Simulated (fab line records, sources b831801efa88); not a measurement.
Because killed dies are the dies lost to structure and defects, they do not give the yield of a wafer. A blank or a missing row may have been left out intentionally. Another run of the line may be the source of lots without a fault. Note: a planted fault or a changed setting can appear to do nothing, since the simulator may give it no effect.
Comparing a struck lot with a sound one -- flow sky130 -- 17 out of 708 route steps
Sound: the wafers L593.1, L593.2, L593.6. Wafers struck: L599.1, L599.4, L599.6. At the end, the cause is stated.
At each step with rows: each side's tool, then ch and its chambers, then its first start. Under that, the readings that differ: sound wafers -- struck wafers -- difference of the means -- sigmas: that difference in standard deviations of wafers without a fault.
alike: readings with means less than 2 such deviations apart, plus words and numbers identical on both sides. not compared: withheld readings, readings lacking a value on some wafer, bounds such as >300 that could conceal the same value, and numbers that have no deviation in the record and whose values overlap.
The two part at a step that has a row with sigmas, a row that says differs or no value, or rows on one side only. Non-overlapping numbers with no deviation appear without sigmas and do not part them. Lack of a reading on every wafer of one side parts them only where that side has two or more wafers.

SKY_VT_ADJUST_LVTN_OVL_MEAS_07:
  sound on overlay-01 at day 10 04:43; struck on overlay-02 at day 12 00:04
reading,sound,struck,difference,sigmas
VT_ADJUST_LVTN_OVL (nm),-3.4 -3.5 -1.4,-0.3 -1.6 1.4,+2.6,+2
then, 1 step without rows for these wafers: SKY_VT_ADJUST_LVTN_IMPLANT_08.
SKY_VT_ADJUST_LVTN_STRIP_09: strips in O2/N2.
  sound on plasmaAsher-03 ch 0,1, day 10 04:54; struck on plasmaAsher-04 ch 0,1, day 12 00:14
  alike: drypumpMotorCurrentA, oesProductAu, stripTimeToEndpointS
  not compared: rfHoursCounterH
SKY_VT_ADJUST_LVTN_TW_MEAS_10:
  sound on filmMetro-02 at day 10 05:00; struck on filmMetro-01 at day 12 00:20
  alike: VT_ADJUST_LVTN_TW
then, 7 steps without rows for these wafers: SKY_VT_ADJUST_LVTN_DEHYDRATE_11 (time 60 s); SKY_VT_ADJUST_LVTN_HMDS_12 (prime time 60 s); SKY_VT_ADJUST_LVTN_COAT_13 (resist thk 1140 nm); SKY_VT_ADJUST_LVTN_SOFTBAKE_14 (time 60 s); SKY_VT_ADJUST_LVTN_EXPOSE_15 (exposes mask HVN STD DERIVED, target cd 600 nm); SKY_VT_ADJUST_LVTN_PEB_16; SKY_VT_ADJUST_LVTN_DEVELOP_17 (develop time 60 s).
SKY_VT_ADJUST_LVTN_OVL_MEAS_18:
  sound on overlay-01 at day 11 03:31; struck on overlay-01 at day 12 23:26
  alike: VT_ADJUST_LVTN_01_OVL
SKY_VT_ADJUST_LVTN_IMPLANT_19:
  sound on implanter-01 ch 0, day 11 03:33; struck on implanter-01 ch 0, day 12 23:47
SKY_VT_ADJUST_LVTN_STRIP_20: strips in O2/N2.
  sound on plasmaAsher-03 ch 0,1, day 11 03:42; struck on plasmaAsher-03 ch 0,1, day 12 23:56
reading,sound,struck,difference,sigmas
stripTimeToEndpointS (s),14.04 14.13 14.08,14.19 14.19 14.19,+0.11,+3
  alike: drypumpMotorCurrentA, oesProductAu
  not compared: rfHoursCounterH
SKY_VT_ADJUST_LVTN_TW_MEAS_21:
  sound on filmMetro-04 at day 11 03:48; struck on filmMetro-01 at day 13 00:16
reading,sound,struck,difference,sigmas
VT_ADJUST_LVTN_2_TW,188.5 187.5 188.2,233.3 232.9 232.9,+45.0,+20
then, 1 step without rows for these wafers: SKY_VT_ADJUST_NCORE_DEHYDRATE_00 (time 60 s).
-- the record jumps here: 37 days lie between the struck wafers' starts before and after (it left off in module VT_ADJUST_NCORE and takes up again in module PAD_OPEN, whose first step shown is number 708 of the route) --
SKY_PAD_OPEN_PROBE_99:
  sound on prober-01 at day 48 20:34; struck on prober-02 at day 50 02:49
reading,sound,struck,difference,sigmas
model.etest.nfet_16v.rOnOhmUm,1.371e+04 1.38e+04 1.374e+04,1.422e+04 1.422e+04 1.416e+04,+4.500e+02,
model.etest.resPwellUnderGate.rsOhmSq,2290 2295 2303,2172 2172 2194,-117,
model.etest.nfetG5v0d10v5.rOnOhmUm,1863 1851 1859,1966 1948 1960,+100,
model.etest.tip_n_5v.rsOhmSq,1387 1390 1394,1469 1462 1458,+73,
model.etest.nfetG5v0d10v5.driveUaUm,617.1 622.2 615.5,571.1 570.4 572,-47.1,
model.etest.nfet_16v.driveUaUm,230.5 227.9 228.6,208.5 207.4 210.1,-20.3,
model.etest.ring_5v.delayPs,45.07 44.42 44.43,46.59 46.04 46.83,+1.85,
  alike: killed_at_M0_to_M3, killed_at_M4_up, killedAtContacts, killedAtFrontEnd, killedAtOther, killedDies, killedOpen, killedShort
  not compared: model.etest.pfet_16v.driveUaUm

WHERE THEY PART
Earliest at SKY_VT_ADJUST_LVTN_OVL_MEAS_07; latest, in this record, at SKY_VT_ADJUST_LVTN_TW_MEAS_21. Later steps at which nothing parts them and some readings are alike: SKY_PAD_OPEN_PROBE_99.

WHY: what the simulator had put in
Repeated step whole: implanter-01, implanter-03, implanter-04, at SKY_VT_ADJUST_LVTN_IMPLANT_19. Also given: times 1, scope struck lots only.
